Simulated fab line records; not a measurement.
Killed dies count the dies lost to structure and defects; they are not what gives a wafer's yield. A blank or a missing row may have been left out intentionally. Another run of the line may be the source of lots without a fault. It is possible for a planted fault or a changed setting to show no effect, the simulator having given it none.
Chamber matching | flow gf180mcu | 4 sister chambers for GF_CONTACT_CMP_27 on cmp-02
The step polishes, stops on SiO2, t overpolish 15 s, target thk 0 nm. 16 wafers are shown with their chamber, then 8 later ones without.

WAFERS WITH THEIR CHAMBER
wafer  | chamber | motorCurrentA (A) | timeToEndpointS (s) | overpolishRunS (s)
L431.1 | 0       | 10.2              | 74.9                | 14.993
L431.2 | 2       | 10.6              | 69.7                | 15.002
L431.5 | 0       | 10.2              | 74.1                | 15.006
L432.2 | 0       | 9.8               | 70.6                | 14.999
L432.4 | 3       | 11.6              | 73.3                | 15.001
L432.5 | 0       | 9.9               | 70.1                | 15.005
L437.1 | 3       | 11.0              | 71.7                | 14.988
L437.2 | 2       | 10.7              | 71.1                | 14.992
L437.4 | 1       | 9.9               | 72.5                | 14.994
L442.4 | 2       | 10.8              | 73.7                | 14.991
L442.5 | 3       | 10.9              | 78.4                | 15.017
L442.6 | 2       | 11.3              | 78.0                | 14.996
L443.1 | 3       | 11.1              | 71.0                | 15.007
L443.5 | 1       | 9.4               | 72.3                | 15.011
L443.6 | 2       | 10.6              | 70.0                | 15.019
L445.1 | 1       | 9.5               | 75.7                | 14.995

SIGNATURES (means of the wafers above)
reading         | chamber 0 | chamber 1 | chamber 2 | chamber 3 | scatter within a chamber
motorCurrentA   | 10.025    | 9.600     | 10.800    | 11.150    | 0.273
timeToEndpointS | 72.425    | 73.500    | 72.500    | 73.600    | 2.97
overpolishRunS  | 15.00075  | 15.00000  | 15.00000  | 15.00325  | 0.0102
Rule: for a wafer and a chamber, the distance is found by dividing, reading by reading, the gap between the wafer's reading and the chamber's mean by the reading's scatter, squaring, summing and taking the root. The wafer belongs to the nearest chamber; if the next one is less than 2 further off, it can't be placed. The scatter: the root of (the sum of the squares of (reading less its chamber's mean) over the shown wafers, divided by (wafers less chambers)).

WAFERS WITHOUT THEIR CHAMBER
wafer  | motorCurrentA (A) | timeToEndpointS (s) | overpolishRunS (s)
L445.2 | 9.7               | 75.8                | 14.999
L445.6 | 11.3              | 75.1                | 15.013
L448.1 | 11.4              | 70.8                | 14.987
L448.3 | 10.6              | 71.5                | 14.990
L448.6 | 9.2               | 73.4                | 15.010
L452.1 | 10.7              | 69.2                | 14.992
L452.2 | 9.5               | 71.7                | 15.009
L452.5 | 10.9              | 67.5                | 14.969

CHAMBER TAKEN BY EACH
wafer  | from the rows above          | in truth
L445.2 | can't be placed: 1 or 0      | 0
L445.6 | can't be placed: 3 or 2      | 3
L448.1 | can't be placed: 3 or 2      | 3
L448.3 | can't be placed: 2 or 0 or 3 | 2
L448.6 | can't be placed: 1 or 0      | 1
L452.1 | can't be placed: 2 or 3 or 0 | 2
L452.2 | can't be placed: 1 or 0      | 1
L452.5 | can't be placed: 2 or 3 or 0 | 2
Placed correctly: 0 of 8. From these rows, 8 cannot be placed; in 8 the true chamber is one of the candidates. Wrongly placed: 0.
